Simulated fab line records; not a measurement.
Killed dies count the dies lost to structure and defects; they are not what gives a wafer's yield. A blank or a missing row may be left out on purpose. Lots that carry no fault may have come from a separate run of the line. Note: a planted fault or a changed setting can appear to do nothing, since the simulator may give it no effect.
Matching of chambers :: flow sky130 :: SKY_CONTACT_CVD_00 on pecvd-04: 3 sister chambers
The step deposits Si3N4, target thk 75 nm. 6 wafers are shown with their chamber, then 11 later ones without.

== WAFERS PAIRED WITH THEIR CHAMBERS ==
wafer: L076.5
chamber: 1
heater_power_w (W): 614

wafer: L078.3
chamber: 1
heater_power_w (W): 727

wafer: L086.3
chamber: 2
heater_power_w (W): 844

wafer: L086.5
chamber: 2
heater_power_w (W): 839

wafer: L086.6
chamber: 0
heater_power_w (W): 701

wafer: L089.2
chamber: 0
heater_power_w (W): 674

== WAFERS WITH NO CHAMBER GIVEN ==
wafer: L089.4
heater_power_w (W): 687

wafer: L089.5
heater_power_w (W): 671

wafer: L091.1
heater_power_w (W): 729

wafer: L091.2
heater_power_w (W): 761

wafer: L091.4
heater_power_w (W): 711

wafer: L093.3
heater_power_w (W): 673

wafer: L093.4
heater_power_w (W): 685

wafer: L093.5
heater_power_w (W): 830

wafer: L097.2
heater_power_w (W): 787

wafer: L097.3
heater_power_w (W): 892

wafer: L097.6
heater_power_w (W): 857

== WHICH CHAMBER EACH ONE RAN IN ==
wafer: L089.4
from the rows above: can't be placed: 0 or 1
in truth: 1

wafer: L089.5
from the rows above: can't be placed: 1 or 0
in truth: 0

wafer: L091.1
from the rows above: can't be placed: 0 or 1 or 2
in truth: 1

wafer: L091.2
from the rows above: can't be placed: 0 or 2 or 1
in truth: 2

wafer: L091.4
from the rows above: can't be placed: 0 or 1
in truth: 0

wafer: L093.3
from the rows above: can't be placed: 1 or 0
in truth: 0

wafer: L093.4
from the rows above: can't be placed: 0 or 1
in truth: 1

wafer: L093.5
from the rows above: 2
in truth: 2

wafer: L097.2
from the rows above: can't be placed: 2 or 0 or 1
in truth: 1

wafer: L097.3
from the rows above: 2
in truth: 2

wafer: L097.6
from the rows above: 2
in truth: 2
Correct placement for 3 of the 11. Unplaceable from these rows: 8, with the true chamber sitting among the candidates in 8. 0 placed wrongly.
How it was worked out, from the rows above alone: a wafer's distance from a chamber is the root of the sum, over the readings, of the square of ((its reading less the chamber's mean) divided by the reading's scatter). If the next closest chamber is less than 2 further off than the closest, the wafer can't be placed; otherwise it belongs to the closest. A chamber's mean is the mean of its shown wafers. The scatter: the root of (the sum of the squares of (reading less its chamber's mean) over the shown wafers, divided by (wafers less chambers)).
